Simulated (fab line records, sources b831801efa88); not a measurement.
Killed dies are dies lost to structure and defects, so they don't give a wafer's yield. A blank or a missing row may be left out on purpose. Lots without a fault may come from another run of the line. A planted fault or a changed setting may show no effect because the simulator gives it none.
fab line records | flow sky130
record lots=14 wafers=42 last_day=50
route steps=708 shown POLY_GATE@205 LDD_N@244 LDD_P@263 LDD_LDN@300 PAD_OPEN@708
lots that met no fault: from a run of the same line without faults
start_h: hours from the record's first day to the start of the lot's first wafer shown | wait_h: hours since the lot's step before | " the same as in the row above | L1.1+2: a row that stands for several wafers | - no value, or no start given | * or withheld: withheld | < > ~ a bound
route shown NAME@n: a module of which the file shows steps, and the number in the route of the first | usual: mean/standard deviation of fault-free wafers | same: alike in all rows | chamber/n: place in a boat | sites: the reading at each site | _std_site: their standard deviation | _edge_site: outer sites' mean less inner sites' | radius_mm: how far each site lies from the wafer's centre | mask NAME#n: copy n | behind: the tool/chamber that last shaped the wafer | hold: why the lot was held/for how many hours/how that ended | device: the transistor (n, p or np) that didn't switch | end of line: the same wafers' tests at the end of the route | a step without rows: its recipe alone | killed: dies lost to structure and defects at the first sort, not the wafer's yield | map: a wafer's dies, x killed, . not, _ none there
set.NAME: the setting as run; set.NAME@STEP: as run at that earlier step | model.NAME: the simulator's own value behind a step, which no gauge read
steps of the route over a sample of lots; a table a step, a row a wafer
services: from which hour (start_h, from the record's first day; less than 0 if before it) a tool's chamber was out of use, for how many hours, and why
## steps
# step SKY_POLY_GATE_THK_MEAS_01
# recipe reads=poly-Si_of_POLY_GATE_CVD_00
# usual POLY_GATE_CVD_00_THK=179.7/1.4
# columns lot.wafer tool chamber start_h wait_h POLY_GATE_CVD_00_THK[nm]
L743.1 film_metro-02 - 314.36 0.0 178.6
L743.3 " - " " 180.5
L743.5 " - " " 179.7
L745.1 film_metro-01 - 328.47 0.0 180.9
L745.3 " - " " 181.7
L745.5 " - " " 180.3
L747.2 film_metro-02 - 345.41 0.0 180.1
L747.4 " - " " 181.1
L747.6 " - " " 178.9
L746.3 film_metro-04 - 345.42 0.0 181.0
L746.4 " - " " 181.7
L746.6 " - " " 181.2
L751.1 film_metro-02 - 376.64 0.0 180.9
L751.3 " - " " 181.3
L751.6 " - " " 180.2
L754.2 film_metro-02 - 405.14 0.0 179.6
L754.3 " - " " 179.7
L754.5 " - " " 180.7
L755.1 film_metro-01 - 418.29 0.0 178.7
L755.4 " - " " 178.8
L755.5 " - " " 180.6
L757.1 film_metro-04 - 431.42 0.0 179.7
L757.3 " - " " 179.7
L757.5 " - " " 179.4
L759.1 film_metro-04 - 455.97 0.0 178.8
L759.3 " - " " 178.1
L759.4 " - " " 177.6
L762.1 film_metro-02 - 478.44 0.0 180.5
L762.2 " - " " 179.8
L762.5 " - " " 180.7
L763.1 film_metro-01 - 487.93 0.0 180.4
L763.3 " - " " 180.3
L763.5 " - " " 180.3
L764.3 film_metro-04 - 494.68 0.0 179.7
L764.4 " - " " 180.2
L764.6 " - " " 181.6
L765.2 film_metro-04 - 500.35 0.0 179.5
L765.3 " - " " 177.8
L765.5 " - " " 179.2
L766.4 film_metro-01 - 508.14 0.0 181.9
L766.5 " - " " 181.6
L766.6 " - " " 182.6
# step SKY_LDD_N_OVL_MEAS_07
# usual LDD_N_OVL=0.7/1.6
# columns lot.wafer tool chamber start_h wait_h LDD_N_OVL[nm]
L743.1 overlay-02 - 402.17 0.1 2.8
L743.3 " - " " 1.7
L743.5 " - " " 2.9
L745.1 overlay-02 - 418.27 0.1 -0.1
L745.3 " - " " 0.1
L745.5 " - " " -0.3
L746.3 overlay-02 - 443.68 0.1 1.2
L746.4 " - " " 0.2
L746.6 " - " " -0.4
L747.2 overlay-01 - 444.03 0.1 -3.6
L747.4 " - " " -2.3
L747.6 " - " " -3.2
L751.1 overlay-01 - 470.47 0.1 1.1
L751.3 " - " " 2.8
L751.6 " - " " 1.4
L754.2 overlay-02 - 500.67 0.1 -1.0
L754.3 " - " " 2.8
L754.5 " - " " 1.1
L755.1 overlay-01 - 514.18 0.1 2.3
L755.4 " - " " 1.4
L755.5 " - " " 0.0
L757.1 overlay-01 - 526.98 0.1 1.8
L757.3 " - " " 2.4
L757.5 " - " " 1.1
L759.1 overlay-02 - 551.72 0.1 0.2
L759.3 " - " " 2.4
L759.4 " - " " 1.7
L762.1 overlay-02 - 572.87 0.1 1.9
L762.2 " - " " 4.0
L762.5 " - " " 3.7
L763.1 overlay-02 - 583.17 0.1 0.1
L763.3 " - " " 1.1
L763.5 " - " " 2.1
L764.3 overlay-01 - 588.39 0.1 -1.1
L764.4 " - " " -2.8
L764.6 " - " " -2.0
L765.2 overlay-02 - 598.22 0.1 3.2
L765.3 " - " " 2.2
L765.5 " - " " 3.5
L766.4 overlay-01 - 600.84 0.1 -2.1
L766.5 " - " " -0.8
L766.6 " - " " -3.2
# step SKY_LDD_P_OVL_MEAS_08
# usual LDD_P_OVL=0.7/1.3
# columns lot.wafer tool chamber start_h wait_h LDD_P_OVL[nm]
L743.1 overlay-02 - 433.14 0.1 1.4
L743.3 " - " " 0.7
L743.5 " - " " 0.8
L745.1 overlay-02 - 450.29 0.1 1.5
L745.3 " - " " 1.5
L745.5 " - " " 1.6
L746.3 overlay-02 - 476.00 0.1 1.5
L746.4 " - " " 0.9
L746.6 " - " " 0.5
L747.2 overlay-01 - 476.29 0.1 1.9
L747.4 " - " " 0.6
L747.6 " - " " -0.5
L751.1 overlay-02 - 502.39 0.1 1.8
L751.3 " - " " -0.2
L751.6 " - " " 1.3
L754.2 overlay-01 - 532.54 0.1 0.7
L754.3 " - " " -0.1
L754.5 " - " " 0.0
L755.1 overlay-01 - 546.02 0.1 0.7
L755.4 " - " " 0.8
L755.5 " - " " 1.4
L757.1 overlay-01 - 557.59 0.1 1.1
L757.3 " - " " 0.2
L757.5 " - " " 0.5
L759.1 overlay-02 - 581.99 0.1 4.1
L759.3 " - " " 2.3
L759.4 " - " " 5.1
L762.1 overlay-02 - 603.43 0.1 -1.2
L762.2 " - " " 0.7
L762.5 " - " " 0.8
L763.1 overlay-02 - 613.39 0.1 2.1
L763.3 " - " " 2.0
L763.5 " - " " 2.9
L764.3 overlay-02 - 618.93 0.1 0.1
L764.4 " - " " -0.2
L764.6 " - " " 1.9
L765.2 overlay-01 - 628.64 0.1 -0.3
L765.3 " - " " 0.9
L765.5 " - " " 1.0
L766.4 overlay-01 - 631.10 0.1 -0.9
L766.5 " - " " 0.5
L766.6 " - " " -1.4
# step SKY_LDD_LDN_IMPLANT_11
# recipe species=As energy_kev=15 dose_cm2=1.25e+13 tilt_deg=withheld rotation_deg=293
# usual beam_energy_keV=15.000/0.0046
# columns lot.wafer tool chamber start_h wait_h beam_energy_keV
L743.1 implanter-03 0 525.26 0.1 14.999
L743.3 " 0 " " 15.006
L743.5 " 0 " " 15.003
L745.1 implanter-03 0 541.72 0.1 15.004
L745.3 " 0 " " 15.003
L745.5 " 0 " " 15.004
L746.3 implanter-01 0 567.37 0.1 14.998
L746.4 " 0 " " 14.994
L746.6 " 0 " " 14.999
L747.2 implanter-03 0 568.38 0.1 14.992
L747.4 " 0 " " 15.000
L747.6 " 0 " " 14.998
L751.1 implanter-03 0 593.16 0.1 15.005
L751.3 " 0 " " 14.998
L751.6 " 0 " " 15.000
L754.2 implanter-02 0 622.09 0.1 16.989
L754.3 " 0 " " 16.995
L754.5 " 0 " " 16.998
L755.1 implanter-03 0 635.37 0.1 15.002
L755.4 " 0 " " 14.996
L755.5 " 0 " " 15.002
L757.1 implanter-02 0 644.85 0.1 16.993
L757.3 " 0 " " 16.990
L757.5 " 0 " " 16.991
L759.1 implanter-01 0 669.70 0.1 15.001
L759.3 " 0 " " 15.011
L759.4 " 0 " " 15.004
L762.1 implanter-01 0 690.22 0.1 14.999
L762.2 " 0 " " 15.000
L762.5 " 0 " " 14.994
L763.1 implanter-01 0 698.72 0.1 14.994
L763.3 " 0 " " 14.991
L763.5 " 0 " " 15.000
L764.3 implanter-02 0 704.52 0.1 15.004
L764.4 " 0 " " 14.996
L764.6 " 0 " " 14.994
L765.2 implanter-03 0 714.14 0.1 14.994
L765.3 " 0 " " 15.000
L765.5 " 0 " " 14.997
L766.4 implanter-01 0 716.84 0.1 14.998
L766.5 " 0 " " 15.007
L766.6 " 0 " " 15.000
# step SKY_PAD_OPEN_PROBE_99
# usual killed_at_M0_to_M3=44/7.5 killed_at_M4_up=3.2/1.9 killed_at_contacts=23/4.7 killed_at_front_end=15/4.7 killed_at_other=0.4/0.66 killed_dies=87/9.3 killed_open=47/7.2 killed_short=39/6.5
# same gross_dies=492 killed_at_back_side=0
# columns lot.wafer tool chamber start_h wait_h killed_at_M0_to_M3 killed_at_M4_up killed_at_contacts killed_at_front_end killed_at_other killed_dies killed_open killed_short
L746.3 prober-01 - 1107.07 0.2 42 7 18 10 1 78 43 35
L746.4 prober-01 - 1107.12 0.2 43 7 36 14 0 100 49 51
L746.6 prober-01 - 1107.22 0.2 40 4 22 10 0 76 39 37
L759.1 prober-01 - 1174.36 0.1 52 4 23 11 1 91 38 51
L759.3 prober-01 - 1174.46 0.2 52 3 23 17 1 96 47 49
L759.4 prober-01 - 1174.51 0.2 42 3 27 13 2 87 46 41
L762.1 prober-01 - 1185.39 0.1 44 3 31 12 0 90 44 45
L762.2 prober-01 - 1185.44 0.1 46 4 21 19 0 90 51 37
L762.5 prober-01 - 1185.59 0.2 29 3 29 14 0 75 42 32
L763.1 prober-02 - 1189.95 0.1 47 6 24 14 0 91 49 42
L763.3 prober-02 - 1190.05 0.2 45 4 24 16 0 89 47 40
L763.5 prober-02 - 1190.15 0.2 42 5 21 17 0 85 40 45
L764.3 prober-01 - 1191.43 0.2 50 0 17 12 0 79 49 30
L764.4 prober-01 - 1191.48 0.2 40 8 21 26 0 95 48 47
L764.6 prober-01 - 1191.58 0.2 52 3 31 15 0 101 54 47
# killed by level:class
L746.3 VIA1:geometric_particle:open=12 CONTACT:geometric_particle:open=6 VIA3:geometric_particle:open=6 LI_CONTACT:geometric_particle:open=4 VIA1:geometric_particle:short=4 VIA2:geometric_particle:open=4 CONTACT:geometric_particle:short=3 LI_CONTACT:geometric_particle:short=3
L746.4 CONTACT:geometric_particle:open=16 VIA1:geometric_particle:short=10 LI_CONTACT:geometric_particle:open=8 VIA1:geometric_particle:open=6 METAL4:geometric_particle:short=6 POLY_GATE:geometric_particle:short=5 LOCAL_INTERCONNECT:geometric_particle:short=5 METAL1:geometric_particle:short=5
L746.6 VIA1:geometric_particle:open=9 LI_CONTACT:geometric_particle:open=8 VIA1:geometric_particle:short=7 CONTACT:geometric_particle:open=6 METAL1:geometric_particle:short=5 VIA2:geometric_particle:open=5 LI_CONTACT:geometric_particle:short=4 CONTACT:geometric_particle:short=4
L759.1 METAL2:geometric_particle:short=9 METAL1:geometric_particle:short=8 VIA1:geometric_particle:open=8 CONTACT:geometric_particle:open=8 VIA2:geometric_particle:open=7 CONTACT:geometric_particle:short=6 VIA2:geometric_particle:short=6 POLY_GATE:geometric_particle:short=4
L759.3 VIA1:geometric_particle:open=12 VIA2:geometric_particle:open=8 CONTACT:geometric_particle:short=7 VIA2:geometric_particle:short=7 CONTACT:geometric_particle:open=7 METAL2:geometric_particle:short=7 METAL1:geometric_particle:short=5 POLY_GATE:geometric_particle:short=4
L759.4 LI_CONTACT:geometric_particle:open=9 CONTACT:geometric_particle:open=8 VIA3:geometric_particle:open=8 VIA1:geometric_particle:open=7 VIA1:geometric_particle:short=7 POLY_GATE:geometric_particle:open=5 LOCAL_INTERCONNECT:geometric_particle:short=5 VIA3:geometric_particle:short=5
L762.1 VIA1:geometric_particle:open=10 LI_CONTACT:geometric_particle:open=8 CONTACT:geometric_particle:open=7 VIA1:geometric_particle:short=7 CONTACT:geometric_particle:short=6 LOCAL_INTERCONNECT:geometric_particle:short=6 METAL2:geometric_particle:short=6 VIA3:geometric_particle:open=6
L762.2 LI_CONTACT:geometric_particle:open=9 VIA1:geometric_particle:open=9 VIA2:geometric_particle:open=9 POLY_GATE:geometric_particle:open=7 METAL2:geometric_particle:short=6 CONTACT:geometric_particle:open=6 METAL1:geometric_particle:short=5 VIA1:geometric_particle:short=4
L762.5 LI_CONTACT:geometric_particle:open=9 CONTACT:geometric_particle:open=8 VIA1:geometric_particle:open=7 VIA2:geometric_particle:open=6 LI_CONTACT:geometric_particle:short=5 FIELD_ISO:geometric_particle:short=4 METAL1:geometric_particle:short=4 VIA1:geometric_particle:short=4
L763.1 CONTACT:geometric_particle:open=11 METAL2:geometric_particle:short=10 VIA3:geometric_particle:open=8 CONTACT:geometric_particle:short=7 VIA1:geometric_particle:open=7 VIA2:geometric_particle:open=6 FIELD_ISO:geometric_particle:open=5 VIA1:geometric_particle:short=5
L763.3 VIA1:geometric_particle:open=12 LI_CONTACT:geometric_particle:open=8 METAL2:geometric_particle:short=8 CONTACT:geometric_particle:open=7 VIA2:geometric_particle:open=5 POLY_GATE:geometric_particle:short=4 POLY_GATE:geometric_particle:open=4 METAL1:geometric_particle:short=4
L763.5 CONTACT:geometric_particle:open=8 METAL1:geometric_particle:short=7 FIELD_ISO:geometric_particle:short=6 VIA1:geometric_particle:open=6 VIA2:geometric_particle:open=6 FIELD_ISO:geometric_particle:open=5 METAL2:geometric_particle:short=5 VIA3:geometric_particle:open=5
L764.3 VIA3:geometric_particle:open=9 VIA2:geometric_particle:open=9 CONTACT:geometric_particle:open=8 VIA1:geometric_particle:open=8 FIELD_ISO:geometric_particle:open=5 METAL1:geometric_particle:short=5 METAL3:geometric_particle:short=5 FIELD_ISO:geometric_particle:short=4
L764.4 FIELD_ISO:geometric_particle:short=14 METAL2:geometric_particle:short=9 LI_CONTACT:geometric_particle:open=7 VIA2:geometric_particle:open=7 FIELD_ISO:geometric_particle:open=5 VIA1:geometric_particle:open=5 VIA3:geometric_particle:open=5 POLY_GATE:geometric_particle:open=4
L764.6 VIA1:geometric_particle:open=12 LI_CONTACT:geometric_particle:open=9 VIA3:geometric_particle:open=9 CONTACT:geometric_particle:open=8 LOCAL_INTERCONNECT:geometric_particle:short=7 VIA1:geometric_particle:short=5 FIELD_ISO:geometric_particle:short=5 VIA2:geometric_particle:open=5
## services
# columns tool chamber start_h hours kind
implanter-02 - 521.61 4.7 pm
implanter-03 - 574.73 4.5 repair
implanter-02 - 585.15 1.4 repair
implanter-02 - 607.80 1.8 repair
implanter-01 - 648.20 3.1 repair
implanter-01 - 670.68 1.6 repair
implanter-03 - 701.18 3.8 pm
## key
first_sign step=SKY_LDD_LDN_IMPLANT_11 reading=beam_energy_keV direction=up sigmas=99+ usual=* struck=*
effect none on later readings
met_at SKY_LDD_LDN_IMPLANT_11
struck_lots L754,L757
tester_left_out L754,L757
not_acting_at SKY_POLY_GATE_THK_MEAS_01,SKY_LDD_N_OVL_MEAS_07,SKY_LDD_P_OVL_MEAS_08
fault kind=process_parameter_drift tool=implanter-02 chamber=- onset_h=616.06 steps=SKY_LDD_LDN_IMPLANT_11 channel=energy_kev offset=* shape=step end_h=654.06 acts_in=* stated=*
# tester_left_out: of these lots the tester's yield and bins aren't shown, on N5 and GAA mostly nor the transistor test; their killed dies are dies lost to structure and defects alone, not to doping, threshold or leakage, so they don't give the yield
